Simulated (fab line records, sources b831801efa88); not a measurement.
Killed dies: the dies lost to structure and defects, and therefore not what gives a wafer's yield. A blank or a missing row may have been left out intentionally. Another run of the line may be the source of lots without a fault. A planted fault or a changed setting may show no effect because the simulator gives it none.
The same fault as seen by 2 desks || flow sky130 || each desk has only its own numbers; what lay behind them comes last

## FROM THE METROLOGY DESK
Lot by lot, what the gauges showed, no matter which tool ran the lot: averages of those sampled wafers that carry a number. A lot is out of limits, marked OUT, if its mean lies more than 4 standard deviations from the usual mean; the brackets give that distance.
Columns: A = SONOS_TUNNEL_TW at SKY_SONOS_TUNNEL_TW_MEAS_12, usual 196.2; B = LDD_LDN_TW at SKY_LDD_LDN_TW_MEAS_13, usual 1473; C = cd-nm at SKY_POLY_CUT_CD_MEAS_08, usual 270.3 nm
{"lot": "L460", "first seen here": "day 12 00:06", "A": 199.8, "B": 1475, "C": 269.3}
{"lot": "L461", "first seen here": "day 12 06:42", "A": 194.6, "B": 1485, "C": 268.5}
{"lot": "L463", "first seen here": "day 13 00:21", "A": 194.8, "B": 1457, "C": 271.5}
{"lot": "L468", "first seen here": "day 14 15:04", "A": "186.4 (-4.1) OUT", "B": 1458, "C": 272.0}
{"lot": "L469", "first seen here": "day 15 00:53", "A": "180.8 (-6.4) OUT", "B": 1491, "C": 269.3}
{"lot": "L473", "first seen here": "day 16 07:33", "A": 194.9, "B": 1465, "C": 270.0}
{"lot": "L474", "first seen here": "day 16 19:04", "A": 194.8, "B": 1480, "C": 271.5}
{"lot": "L475", "first seen here": "day 17 00:16", "A": 200.4, "B": 1475, "C": 270.0}
{"lot": "L477", "first seen here": "day 17 17:40", "A": 194.8, "B": 1464, "C": 269.2}
{"lot": "L478", "first seen here": "day 18 08:25", "A": 195.0, "B": 1458, "C": 271.9}
{"lot": "L479", "first seen here": "day 18 15:10", "A": 195.5, "B": 1475, "C": 271.9}
{"lot": "L481", "first seen here": "day 19 05:04", "A": 196.2, "B": 1476, "C": 271.3}
This desk's finding: out of limits on L468, L469; first on L468, day 14 15:04 (SONOS_TUNNEL_TW at SKY_SONOS_TUNNEL_TW_MEAS_12). L460, L461, L463, L473, L474, L475, L477, L478, L479, L481: within limits.

## THE TOOL OWNER'S DESK: implanter-04
The tool's own readings at SKY_SONOS_TUNNEL_IMPLANT_09, given as means over the sampled wafers that have a number, one for each lot that went through this tool. A lot is out of limits, marked OUT, if its mean lies more than 4 standard deviations from the usual mean; the brackets give that distance.
Columns: A = beam-on-s at SKY_SONOS_TUNNEL_IMPLANT_09, usual 10.00 s; B = faraday-current-uA at SKY_SONOS_TUNNEL_IMPLANT_09, usual 5.64
{"lot": "L460", "first seen here": "day 11 23:41", "A": 9.98, "B": 5.65}
{"lot": "L461", "first seen here": "day 12 06:17", "A": 9.80, "B": 5.76}
{"lot": "L468", "first seen here": "day 14 14:41", "A": "7.67 (-12) OUT", "B": "7.35 (+16) OUT"}
{"lot": "L469", "first seen here": "day 15 00:23", "A": "7.65 (-12) OUT", "B": "7.36 (+16) OUT"}
{"lot": "L477", "first seen here": "day 17 17:15", "A": 10.00, "B": 5.65}
{"lot": "L478", "first seen here": "day 18 08:02", "A": 10.05, "B": 5.61}
This desk finds L468, L469 out of limits, L468 being first, at day 14 14:41 (beam-on-s at SKY_SONOS_TUNNEL_IMPLANT_09). L460, L461, L477, L478: within limits.

## PUT TOGETHER
On L468, L469, at day 14 14:41, an alarm was possible from the tool owner's desk.
An alarm was possible from the metrology desk at day 14 15:04, on L468, L469.
Every lot named ran SKY_SONOS_TUNNEL_IMPLANT_09 on implanter-04.

## WHAT THE SIMULATOR PUT IN
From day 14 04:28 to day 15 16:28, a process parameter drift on implanter-04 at SKY_SONOS_TUNNEL_IMPLANT_09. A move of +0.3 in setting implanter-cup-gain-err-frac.
Struck lots among those shown: L468, L469.
Time in hours from fault onset to the first out-of-limits reading at each desk: tool owner's desk 10, metrology desk 11.
